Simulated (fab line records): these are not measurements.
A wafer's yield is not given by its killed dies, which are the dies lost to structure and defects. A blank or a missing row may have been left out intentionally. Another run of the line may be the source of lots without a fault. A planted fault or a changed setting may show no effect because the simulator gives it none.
Check of tool commonality || flow gf180mcu || Sampled: 10 lots, 30 wafers

## WHY THIS WAS OPENED
2 of 10 lots carry a flag on the reading NWELL_TW at GF_NWELL_TW_MEAS_11. Wafers without a fault read 1572, standard deviation 17.
Rule: a lot gets a flag if all its wafers with a number sit over 4 standard deviations from that mean, or if no wafer of it has a number. The rest of the lots are taken to be sound.

{"lot": "L787", "measured": "day 3 07:52", "on": "film_metro-03", "NWELL_TW, wafer by wafer": "1566 1556 1563", "flag": ""}
{"lot": "L788", "measured": "day 3 13:15", "on": "film_metro-02", "NWELL_TW, wafer by wafer": "1550 1553 1553", "flag": ""}
{"lot": "L790", "measured": "day 4 00:01", "on": "film_metro-01", "NWELL_TW, wafer by wafer": "1592 1586 1587", "flag": ""}
{"lot": "L791", "measured": "day 4 07:57", "on": "film_metro-03", "NWELL_TW, wafer by wafer": "1551 1555 1558", "flag": ""}
{"lot": "L793", "measured": "day 4 16:37", "on": "film_metro-02", "NWELL_TW, wafer by wafer": "1915 1902 1910", "flag": "FLAGGED"}
{"lot": "L798", "measured": "day 5 23:40", "on": "film_metro-01", "NWELL_TW, wafer by wafer": "1959 1951 1960", "flag": "FLAGGED"}
{"lot": "L807", "measured": "day 7 20:04", "on": "film_metro-01", "NWELL_TW, wafer by wafer": "1587 1581 1583", "flag": ""}
{"lot": "L808", "measured": "day 8 08:27", "on": "film_metro-01", "NWELL_TW, wafer by wafer": "1587 1588 1587", "flag": ""}
{"lot": "L809", "measured": "day 8 09:04", "on": "film_metro-01", "NWELL_TW, wafer by wafer": "1573 1589 1588", "flag": ""}
{"lot": "L810", "measured": "day 8 14:40", "on": "film_metro-02", "NWELL_TW, wafer by wafer": "1550 1556 1548", "flag": ""}
The numbers of the flagged lots are 1933 on average: +361 against the usual, or +21 standard deviations.

## LOT BY LOT: THE TOOL USED
Before the reading, the record contains 2 process steps out of a 602-step route. In each cell: the tool, then ch and the chambers that the sampled wafers went through, then the start.
{"lot": "L787", "flag": "", "GF_DNWELL_COAT_02": "litho_track-04 ch 0, day 2 12:01", "GF_DNWELL_STRIP_08": "plasma_asher-02 ch 0,1, day 2 19:00"}
{"lot": "L788", "flag": "", "GF_DNWELL_COAT_02": "litho_track-02 ch 0, day 2 18:00", "GF_DNWELL_STRIP_08": "plasma_asher-01 ch 1, day 3 00:24"}
{"lot": "L790", "flag": "", "GF_DNWELL_COAT_02": "litho_track-02 ch 0, day 3 04:23", "GF_DNWELL_STRIP_08": "plasma_asher-03 ch 0,1, day 3 10:45"}
{"lot": "L791", "flag": "", "GF_DNWELL_COAT_02": "litho_track-01 ch 0, day 3 11:11", "GF_DNWELL_STRIP_08": "plasma_asher-02 ch 0,1, day 3 18:23"}
{"lot": "L793", "flag": "FLAGGED", "GF_DNWELL_COAT_02": "litho_track-01 ch 0, day 3 19:27", "GF_DNWELL_STRIP_08": "plasma_asher-02 ch 0,1, day 4 02:38"}
{"lot": "L798", "flag": "FLAGGED", "GF_DNWELL_COAT_02": "litho_track-01 ch 0, day 4 20:59", "GF_DNWELL_STRIP_08": "plasma_asher-02 ch 0,1, day 5 04:41"}
{"lot": "L807", "flag": "", "GF_DNWELL_COAT_02": "litho_track-02 ch 0, day 6 20:02", "GF_DNWELL_STRIP_08": "plasma_asher-02 ch 0,1, day 7 04:23"}
{"lot": "L808", "flag": "", "GF_DNWELL_COAT_02": "litho_track-02 ch 0, day 7 07:14", "GF_DNWELL_STRIP_08": "plasma_asher-02 ch 0,1, day 7 15:30"}
{"lot": "L809", "flag": "", "GF_DNWELL_COAT_02": "litho_track-01 ch 0, day 7 08:39", "GF_DNWELL_STRIP_08": "plasma_asher-03 ch 0,1, day 7 16:42"}
{"lot": "L810", "flag": "", "GF_DNWELL_COAT_02": "litho_track-01 ch 0, day 7 13:42", "GF_DNWELL_STRIP_08": "plasma_asher-02 ch 0,1, day 7 21:45"}
What the steps here do:
- GF_DNWELL_COAT_02: resist thk 3000 nm.
- GF_DNWELL_STRIP_08: strips in O2/N2.
- GF_NWELL_TW_MEAS_11

## FLAGGED AGAINST TOTAL, ONE TOOL AT A TIME (gauges that did the reading follow at the end)
{"step": "GF_DNWELL_COAT_02", "tool": "litho_track-01", "lots run": 5, "flagged": 2, "share of the flagged lots": "all", "sound lots run after its first flagged lot": "2 (L809,L810)"}
{"step": "GF_DNWELL_COAT_02", "tool": "litho_track-02", "lots run": 4, "flagged": 0, "share of the flagged lots": "none", "sound lots run after its first flagged lot": "-"}
{"step": "GF_DNWELL_COAT_02", "tool": "litho_track-04", "lots run": 1, "flagged": 0, "share of the flagged lots": "none", "sound lots run after its first flagged lot": "-"}
{"step": "GF_DNWELL_STRIP_08", "tool": "plasma_asher-01", "lots run": 1, "flagged": 0, "share of the flagged lots": "none", "sound lots run after its first flagged lot": "-"}
{"step": "GF_DNWELL_STRIP_08", "tool": "plasma_asher-02", "lots run": 7, "flagged": 2, "share of the flagged lots": "all", "sound lots run after its first flagged lot": "3 (L807,L808,L810)"}
{"step": "GF_DNWELL_STRIP_08", "tool": "plasma_asher-03", "lots run": 2, "flagged": 0, "share of the flagged lots": "none", "sound lots run after its first flagged lot": "-"}
{"step": "GF_NWELL_TW_MEAS_11", "tool": "film_metro-01", "lots run": 5, "flagged": 1, "share of the flagged lots": "some", "sound lots run after its first flagged lot": "3 (L807,L808,L809)"}
{"step": "GF_NWELL_TW_MEAS_11", "tool": "film_metro-02", "lots run": 3, "flagged": 1, "share of the flagged lots": "some", "sound lots run after its first flagged lot": "1 (L810)"}
{"step": "GF_NWELL_TW_MEAS_11", "tool": "film_metro-03", "lots run": 2, "flagged": 0, "share of the flagged lots": "none", "sound lots run after its first flagged lot": "-"}

## THE TABLE: WHAT IT ALLOWS
In 2 table rows, all flagged lots were run: litho_track-01 (GF_DNWELL_COAT_02), plasma_asher-02 (GF_DNWELL_STRIP_08).
- litho_track-01 at GF_DNWELL_COAT_02 ran 5 lots, 2 of them flagged. Sound lots followed the first flagged one (L809, L810) on it, something a lasting fault affecting the whole tool could not allow.
- plasma_asher-02 at GF_DNWELL_STRIP_08 ran 7 lots, 2 of them flagged. Sound lots followed the first flagged one (L807, L808, L810) on it, something a lasting fault affecting the whole tool could not allow. Its own readings (strip_time_to_endpoint_s) fall more than 4 standard deviations out on all wafers of the flagged lots.
None of the table's rows ran every flagged lot and, after the first, no sound lot.

## WHAT WAS PUT IN BY THE SIMULATOR
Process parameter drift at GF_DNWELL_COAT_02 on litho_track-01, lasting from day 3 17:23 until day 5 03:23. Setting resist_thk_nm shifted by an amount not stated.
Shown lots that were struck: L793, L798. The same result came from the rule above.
